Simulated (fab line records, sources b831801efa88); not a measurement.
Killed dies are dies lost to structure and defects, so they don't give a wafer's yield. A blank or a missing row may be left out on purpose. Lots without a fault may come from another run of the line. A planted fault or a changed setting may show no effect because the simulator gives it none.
A struck lot beside a sound one | flow sfq_line | 18 steps out of a route of 325
Sound: wafers L654.1, L654.2, L654.4. Struck: wafers L651.1, L651.5, L651.6. The cause comes at the end.
At each step with rows: each side's tool, then ch and its chambers, then its first start. Under that, the readings that differ: sound wafers | struck wafers | difference of the means | sigmas: that difference in standard deviations of wafers without a fault.
alike: readings whose means differ by less than 2 such deviations, and words and numbers that are the same on both sides. not compared: withheld readings, readings that some wafer has no value for, bounds like >300 that may hide the same value, and numbers for which the record gives no deviation and whose values overlap.
The two part at a step that has a row with sigmas, a row that says differs or no value, or rows on one side only. Numbers that don't overlap but have no deviation are shown without sigmas and don't part them. A reading that every wafer of one side lacks parts them only if that side has two wafers or more.

first, 3 steps without rows for these wafers: SFQ_TRILAYER_L0_LITHO_EXPOSE_006 (exposes mask L0, target cd 2000 nm); SFQ_TRILAYER_L0_LITHO_PEB_008 (peb time 60 s); SFQ_TRILAYER_L0_LITHO_DEVELOP_007 (time 60 s).
SFQ_TRILAYER_L0_BARC_OPEN_METAL_ETCH_010: etches BARC in O2, target depth 125 nm, time 41.7 s.
  sound on rie_metal-03 ch 0, day 9 01:24; struck on rie_metal-02 ch 0,1, day 8 08:22
  alike: drypump_motor_current_A, oes_product_au
  not compared: rf_hours_counter_h
SFQ_TRILAYER_L0_ETCH_METAL_ETCH_008: etches MoNx KI in SF6/O2, stops on SiO2, target depth 50 nm, time 25 s.
  sound on rie_metal-03 ch 0, day 9 01:31; struck on rie_metal-02 ch 0,1, day 8 08:25
  alike: drypump_motor_current_A, oes_product_au
  not compared: rf_hours_counter_h
SFQ_TRILAYER_L0_STRIP_STRIP_009: strips in O2.
  sound on rie_metal-03 ch 0, day 9 01:37; struck on rie_metal-02 ch 0,1, day 8 08:28
  alike: drypump_motor_current_A, oes_product_au
  not compared: rf_hours_counter_h
then, 1 step without rows for these wafers: SFQ_TRILAYER_L0_STRIP_SOLV_CLEAN_010 (cleans in NMP, time 600 s).
SFQ_TRILAYER_L0_CAP_PECVD_011: deposits SiO2 from SiH4/N2O, time 13.333 s, target thk 60 nm.
  sound on pecvd-02 ch 0,1, day 9 02:59; struck on pecvd-01 ch 1,2, day 8 09:14
  alike: heater_power_w, showerhead_vpp_V, throttle_valve_pct
then, 4 steps without rows for these wafers: SFQ_TRILAYER_L0_VIA_LITHO_COAT_018 (resist thk 62 nm); SFQ_TRILAYER_L0_VIA_LITHO_COAT_013 (resist thk 650 nm); SFQ_TRILAYER_L0_VIA_LITHO_SOFTBAKE_017; SFQ_TRILAYER_L0_VIA_LITHO_EXPOSE_014 (exposes mask L0V, target cd 700 nm).
-- the record jumps here: 5 days lie between the struck wafers' starts before and after --
SFQ_TRILAYER_L0_VIA_LITHO_PEB_016: peb time 60 s.
  sound on litho_track-03 ch 0, day 14 00:28; struck on litho_track-01 ch 0, day 12 21:56
  reading                  | sound                | struck               | difference | sigmas
  heater_power_total_W (W) | 79.25 79.05 79.16    | 79.91 79.82 79.82    | +0.70      | +9
  plate_temp_C (C)         | 115.15 115.14 114.96 | 115.63 115.80 115.82 | +0.67      | +5
then, 1 step without rows for these wafers: SFQ_TRILAYER_L0_VIA_LITHO_DEVELOP_015 (time 60 s).
SFQ_L0V_OVL_MEAS_903:
  sound on overlay-01, day 14 00:46; struck on overlay-01, day 12 22:14
  alike: L0V_OVL
SFQ_TRILAYER_L0_VIA_BARC_OPEN_VIA_ETCH_021: etches BARC in O2, target depth 125 nm, time 41.7 s.
  sound on rie_diel-03 ch 1,2,3, day 14 00:48; struck on rie_diel-04 ch 1,3, day 12 22:17
  reading              | sound           | struck            | difference | sigmas
  model.L0V.cd_nm (nm) | 702 701.9 701.8 | 712.4 714.4 713.2 | +11.4      |
  alike: drypump_motor_current_A, oes_product_au
  not compared: rf_hours_counter_h
SFQ_TRILAYER_L0_VIA_ETCH_VIA_ETCH_016: etches SiO2 in CHF3, stops on MoNx KI, target depth 80 nm.
  sound on rie_diel-03 ch 1,2,3, day 14 00:50; struck on rie_diel-04 ch 1,3, day 12 22:19
  reading               | sound             | struck            | difference | sigmas
  oes_product_au (a.u.) | 0.841 0.848 0.836 | 0.857 0.871 0.871 | +0.025     | +3
  model.L0V.cd_nm (nm)  | 701.8 702.7 701.1 | 712.8 714 713.7   | +11.6      |
  alike: drypump_motor_current_A
SFQ_TRILAYER_L0_VIA_STRIP_STRIP_017: strips in O2.
  sound on rie_metal-02 ch 0,1, day 14 00:53; struck on rie_metal-02 ch 0,1, day 12 22:22
  alike: drypump_motor_current_A, oes_product_au
  not compared: rf_hours_counter_h

WHERE THEY PART
First at SFQ_TRILAYER_L0_VIA_LITHO_PEB_016; last, within this record, at SFQ_TRILAYER_L0_VIA_ETCH_VIA_ETCH_016. Later steps at which nothing parts them and some readings are alike: SFQ_TRILAYER_L0_VIA_STRIP_STRIP_017.

WHY: what the simulator had put in
Process parameter drift: litho_track-01, from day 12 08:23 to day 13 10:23, at SFQ_TRILAYER_L0_VIA_LITHO_PEB_016. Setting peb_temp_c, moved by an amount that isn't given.
